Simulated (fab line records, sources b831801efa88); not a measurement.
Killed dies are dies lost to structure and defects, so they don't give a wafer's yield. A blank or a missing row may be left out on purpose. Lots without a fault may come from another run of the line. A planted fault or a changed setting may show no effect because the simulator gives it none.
fab line records | flow gf180mcu
record lots=11 wafers=33 last_day=34
route steps=602 shown V2@405 V3@450 V5@566 TOP_METAL@571
lots that met no fault: from a run of the same line without faults
start_h: hours from the record's first day to the start of the lot's first wafer shown | wait_h: hours since the lot's step before | " the same as in the row above | L1.1+2: a row that stands for several wafers | - no value, or no start given | * or withheld: withheld | < > ~ a bound
route shown NAME@n: a module of which the file shows steps, and the number in the route of the first | usual: mean/standard deviation of fault-free wafers | same: alike in all rows | chamber/n: place in a boat | sites: the reading at each site | _std_site: their standard deviation | _edge_site: outer sites' mean less inner sites' | radius_mm: how far each site lies from the wafer's centre | mask NAME#n: copy n | behind: the tool/chamber that last shaped the wafer | hold: why the lot was held/for how many hours/how that ended | device: the transistor (n, p or np) that didn't switch | end of line: the same wafers' tests at the end of the route | a step without rows: its recipe alone | killed: dies lost to structure and defects at the first sort, not the wafer's yield | map: a wafer's dies, x killed, . not, _ none there
set.NAME: the setting as run; set.NAME@STEP: as run at that earlier step | model.NAME: the simulator's own value behind a step, which no gauge read
steps of the route over a sample of lots; a table a step, a row a wafer
services: from which hour (start_h, from the record's first day; less than 0 if before it) a tool's chamber was out of use, for how many hours, and why
## steps
# step GF_V2_CVD_23
# recipe material=W target_thk_nm=350 time_s=104.94 temp_c=400 pressure_torr=40
# usual heater_power_outer_w=524/33 heater_power_w=866/26
# columns lot.wafer tool chamber start_h wait_h heater_power_outer_w heater_power_w
L522.1 cvd_w-01 1 461.77 0.0 472 843
L522.4 " 1 " " 467 861
L522.6 " 0 " " 534 845
L524.1 cvd_w-01 1 488.70 0.0 475 856
L524.4 " 1 " " 486 840
L524.6 " 1 " " 478 839
L525.1 cvd_w-01 0 496.70 0.0 531 867
L525.2 " 1 " " 493 830
L525.6 " 1 " " 482 839
L527.3 cvd_w-02 1 517.27 0.1 567 901
L527.5 " 0 " " 527 834
L527.6 " 1 " " 578 901
L534.1 cvd_w-02 0 568.76 0.0 527 817
L534.2 " 1 " " 561 915
L534.4 " 0 " " 523 824
L539.1 cvd_w-01 1 608.60 0.0 496 850
L539.2 " 0 " " 528 883
L539.4 " 0 " " 548 880
L541.3 cvd_w-01 1 626.55 0.1 496 873
L541.4 " 0 " " 532 874
L541.6 " 1 " " 486 860
L542.2 cvd_w-01 1 630.92 0.0 494 869
L542.3 " 0 " " 543 867
L542.5 " 0 " " 530 893
L543.1 cvd_w-01 1 634.22 0.0 490 865
L543.2 " 0 " " 539 877
L543.6 " 1 " " 482 847
L544.1 cvd_w-01 0 644.25 0.0 536 886
L544.2 " 1 " " 489 865
L544.5 " 1 " " 490 879
L545.2 cvd_w-01 1 649.97 0.0 483 871
L545.3 " 0 " " 539 881
L545.4 " 1 " " 492 880
# step GF_V2_RS_MEAS_24
# recipe thk_meas_gauge=four-point-probe reads=W_of_V2_CVD_23+TiN_of_V2_SPUTTER_22+Ti_of_V2_SPUTTER_21
# usual V2_W_RS=0.328/0.0037
# columns lot.wafer tool chamber start_h wait_h V2_W_RS[ohm/sq]
L522.1 film_metro-02 - 461.88 0.1 0.328
L522.4 " - " " 0.330
L522.6 " - " " 0.327
L524.1 film_metro-04 - 488.82 0.1 0.335
L524.4 " - " " 0.331
L524.6 " - " " 0.333
L525.1 film_metro-04 - 496.82 0.1 0.325
L525.2 " - " " 0.326
L525.6 " - " " 0.327
L527.3 film_metro-04 - 517.38 0.1 0.321
L527.5 " - " " 0.322
L527.6 " - " " 0.319
L534.1 film_metro-03 - 568.87 0.1 0.320
L534.2 " - " " 0.290
L534.4 " - " " 0.320
L539.1 film_metro-04 - 608.72 0.1 0.331
L539.2 " - " " 0.331
L539.4 " - " " 0.328
L541.3 film_metro-03 - 626.66 0.1 0.330
L541.4 " - " " 0.333
L541.6 " - " " 0.330
L542.2 film_metro-04 - 631.05 0.1 0.330
L542.3 " - " " 0.329
L542.5 " - " " 0.332
L543.1 film_metro-04 - 634.33 0.1 0.329
L543.2 " - " " 0.333
L543.6 " - " " 0.329
L544.1 film_metro-04 - 644.36 0.1 0.323
L544.2 " - " " 0.328
L544.5 " - " " 0.321
L545.2 film_metro-04 - 650.10 0.1 0.326
L545.3 " - " " 0.326
L545.4 " - " " 0.330
# step GF_V2_THK_MEAS_25
# recipe thk_meas_gauge=xrf reads=W_of_V2_CVD_23
# usual V2_W_THK=347/4.7
# columns lot.wafer tool chamber start_h wait_h V2_W_THK[nm]
L522.1 film_metro-02 - 462.00 0.1 345
L522.4 " - " " 342
L522.6 " - " " 347
L524.1 film_metro-04 - 488.94 0.1 336
L524.4 " - " " 340
L524.6 " - " " 340
L525.1 film_metro-04 - 496.94 0.1 347
L525.2 " - " " 347
L525.6 " - " " 344
L527.3 film_metro-04 - 517.48 0.1 355
L527.5 " - " " 356
L527.6 " - " " 357
L534.1 film_metro-03 - 568.99 0.1 354
L534.2 " - " " 387
L534.4 " - " " 350
L539.1 film_metro-04 - 608.84 0.1 344
L539.2 " - " " 343
L539.4 " - " " 348
L541.3 film_metro-03 - 626.76 0.1 349
L541.4 " - " " 343
L541.6 " - " " 348
L542.2 film_metro-04 - 631.16 0.1 342
L542.3 " - " " 345
L542.5 " - " " 341
L543.1 film_metro-04 - 634.45 0.1 343
L543.2 " - " " 337
L543.6 " - " " 342
L544.1 film_metro-04 - 644.48 0.1 350
L544.2 " - " " 345
L544.5 " - " " 351
L545.2 film_metro-04 - 650.21 0.1 350
L545.3 " - " " 348
L545.4 " - " " 346
# step GF_V3_SPUTTER_21
# recipe material=Ti target_thk_nm=15 chamber_pressure_pa=5 power_w=2500 substrate_temp_c=200 time_s=80.02
# usual throttle_valve_pct=30.0/1.1
# columns lot.wafer tool chamber start_h wait_h throttle_valve_pct
L522.1 pvd_sputter-02 - 512.25 0.0 30.4
L522.4 " - " " 28.8
L522.6 " - " " 31.4
L524.1 pvd_sputter-02 - 539.34 0.0 31.9
L524.4 " - " " 30.2
L524.6 " - " " 28.9
L525.1 pvd_sputter-03 - 545.75 0.0 31.1
L525.2 " - " " 30.5
L525.6 " - " " 29.3
L527.3 pvd_sputter-02 - 564.85 0.0 31.3
L527.5 " - " " 31.3
L527.6 " - " " 31.7
L534.1 pvd_sputter-02 - 614.90 0.0 31.3
L534.2 " - " " 28.7
L534.4 " - " " 30.3
L539.1 pvd_sputter-02 - 652.73 0.0 31.6
L539.2 " - " " 30.4
L539.4 " - " " 28.8
L541.3 pvd_sputter-04 - 668.76 0.0 30.0
L541.4 " - " " 28.5
L541.6 " - " " 30.0
L542.2 pvd_sputter-04 - 672.93 0.0 28.7
L542.3 " - " " 29.5
L542.5 " - " " 28.6
L543.1 pvd_sputter-04 - 676.65 0.0 28.6
L543.2 " - " " 29.8
L543.6 " - " " 28.9
L544.1 pvd_sputter-02 - 685.45 0.0 31.2
L544.2 " - " " 31.9
L544.5 " - " " 29.0
L545.2 pvd_sputter-02 - 691.04 0.0 31.6
L545.3 " - " " 28.7
L545.4 " - " " 31.3
# step GF_V5_CMP_26
# recipe stop_on=SiO2 down_force_psi=3.5 platen_rpm=60 t_overpolish_s=15 target_thk_nm=0 pad_velocity_m_s=0.94248
# usual motor_current_A=10.9/1.1 overpolish_run_s=15.001/0.0083 slurry_filter_dp_kPa=13.49/0.15 time_to_endpoint_s=86/4.1
# columns lot.wafer tool chamber start_h wait_h motor_current_A overpolish_run_s slurry_filter_dp_kPa time_to_endpoint_s
L522.1 cmp-01 0 630.08 0.1 11.4 14.991 13.56 85
L522.4 " 1 " " 12.6 15.004 13.65 90
L522.6 " 1 " " 12.2 14.997 13.51 91
L524.4 cmp-02 3 652.58 0.1 11.1 14.998 13.56 92
L524.1 " 1 " " 9.5 15.019 13.87 82
L524.6 " 2 " " 12.1 14.993 13.33 87
L525.2 cmp-01 3 658.73 0.0 8.8 15.000 13.69 84
L525.1 " 1 " " 12.8 15.003 13.41 85
L525.6 " 0 " " 11.4 14.983 13.24 82
L527.3 cmp-02 1 676.18 0.2 9.5 15.005 13.54 83
L527.6 " 2 " " 12.6 15.007 13.56 88
L527.5 " 3 " " 10.8 15.001 13.48 92
L534.2 cmp-02 2 719.28 0.0 12.0 15.001 13.36 91
L534.4 " 3 " " 10.6 15.012 13.52 92
L534.1 " 1 " " 9.6 15.021 13.52 83
L539.1 cmp-02 1 752.29 0.1 9.6 15.002 13.12 82
L539.4 " 3 " " 10.4 14.993 13.42 86
L539.2 " 0 " " 10.3 14.989 13.36 76
L542.2 cmp-01 3 768.72 0.1 9.6 15.005 13.32 87
L542.3 " 0 " " 12.0 14.997 13.19 84
L542.5 " 2 " " 10.7 15.003 13.80 92
L541.3 cmp-01 1 770.22 0.0 12.3 14.995 13.47 87
L541.4 " 0 " " 11.8 14.986 13.21 83
L541.6 " 1 " " 13.2 15.001 13.69 90
L543.1 cmp-01 2 771.93 0.1 10.6 15.014 13.44 88
L543.2 " 3 " " 9.3 14.999 13.53 88
L543.6 " 3 " " 9.7 15.003 13.49 82
L544.2 cmp-02 0 779.99 0.1 9.9 15.011 13.58 75
L544.1 " 1 " " 9.6 15.005 13.42 78
L544.5 " 2 " " 12.1 15.014 13.63 84
L545.2 cmp-02 1 784.64 0.1 9.9 14.987 13.72 77
L545.4 " 2 " " 11.8 15.004 13.78 84
L545.3 " 3 " " 10.6 15.004 13.41 88
# step GF_TOP_METAL_SPUTTER_04
# recipe material=TiN target_thk_nm=25 power_w=6500 time_s=20.8 chamber_pressure_pa=0.4
# usual throttle_valve_pct=30.3/1.1
# columns lot.wafer tool chamber start_h wait_h throttle_valve_pct
L522.1 pvd_sputter-01 - 630.57 0.0 31.1
L522.4 " - " " 30.8
L522.6 " - " " 31.0
L524.1 pvd_sputter-01 - 653.03 0.0 30.5
L524.4 " - " " 31.1
L524.6 " - " " 31.0
L525.1 pvd_sputter-01 - 659.22 0.0 27.8
L525.2 " - " " 30.8
L525.6 " - " " 31.2
L527.3 pvd_sputter-02 - 676.52 0.0 28.8
L527.5 " - " " 29.1
L527.6 " - " " 30.1
L534.1 pvd_sputter-01 - 719.78 0.0 30.8
L534.2 " - " " 31.3
L534.4 " - " " 27.9
L539.1 pvd_sputter-03 - 752.78 0.0 30.5
L539.2 " - " " 30.2
L539.4 " - " " 29.1
L542.2 pvd_sputter-03 - 769.12 0.0 30.4
L542.3 " - " " 31.1
L542.5 " - " " 30.8
L541.3 pvd_sputter-02 - 770.71 0.0 31.2
L541.4 " - " " 29.0
L541.6 " - " " 30.1
L543.1 pvd_sputter-01 - 772.42 0.0 30.6
L543.2 " - " " 30.9
L543.6 " - " " 31.0
L544.1 pvd_sputter-03 - 780.38 0.0 30.4
L544.2 " - " " 30.5
L544.5 " - " " 30.3
L545.2 pvd_sputter-02 - 785.08 0.0 31.4
L545.3 " - " " 32.2
L545.4 " - " " 28.6
## services
# columns tool chamber start_h hours kind
cmp-01 - 456.30 23.1 pm
pvd_sputter-02 - 469.09 4.3 repair
cmp-01 - 486.40 2.2 repair
pvd_sputter-02 - 507.41 1.7 repair
pvd_sputter-01 - 510.15 2.3 repair
cmp-02 - 530.30 14.0 pm
cvd_w-01 - 549.62 0.3 repair
pvd_sputter-02 - 555.71 0.6 repair
cmp-02 - 557.69 6.6 pm
cmp-02 - 564.62 0.3 repair
cmp-01 - 569.31 7.0 pm
cmp-02 - 572.22 4.0 pm
cmp-02 - 573.43 4.2 repair
cmp-02 - 584.12 2.1 repair
cmp-01 - 586.65 4.4 pm
cvd_w-01 0 603.61 4.4 repair
cmp-01 - 646.01 10.2 repair
pvd_sputter-01 - 667.35 2.9 repair
cmp-02 - 683.03 8.9 repair
cmp-02 - 734.52 1.4 repair
cvd_w-01 - 736.69 1.6 repair
cvd_w-01 0 750.34 2.2 repair
cvd_w-01 1 753.87 4.5 repair
cvd_w-01 - 759.17 6.0 pm
## key
first_sign step=GF_V2_RS_MEAS_24 reading=V2_W_RS direction=down sigmas=10 usual=0.328 struck=0.290
effect step=GF_V2_THK_MEAS_25 reading=V2_W_THK direction=up sigmas=8.6 usual=347 struck=387
met_at GF_V2_CVD_23
struck_lots L534
struck_wafers L534.2
not_acting_at GF_V3_SPUTTER_21,GF_V5_CMP_26,GF_TOP_METAL_SPUTTER_04
onset_between 517.27 568.76
fault kind=process_parameter_drift tool=cvd_w-02 chamber=- onset_h=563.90 steps=GF_V2_CVD_23 channel=target_thk_nm offset=36.295 shape=step end_h=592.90 scope=struck_wafers_only acts_in=these_recipes_only stated=350
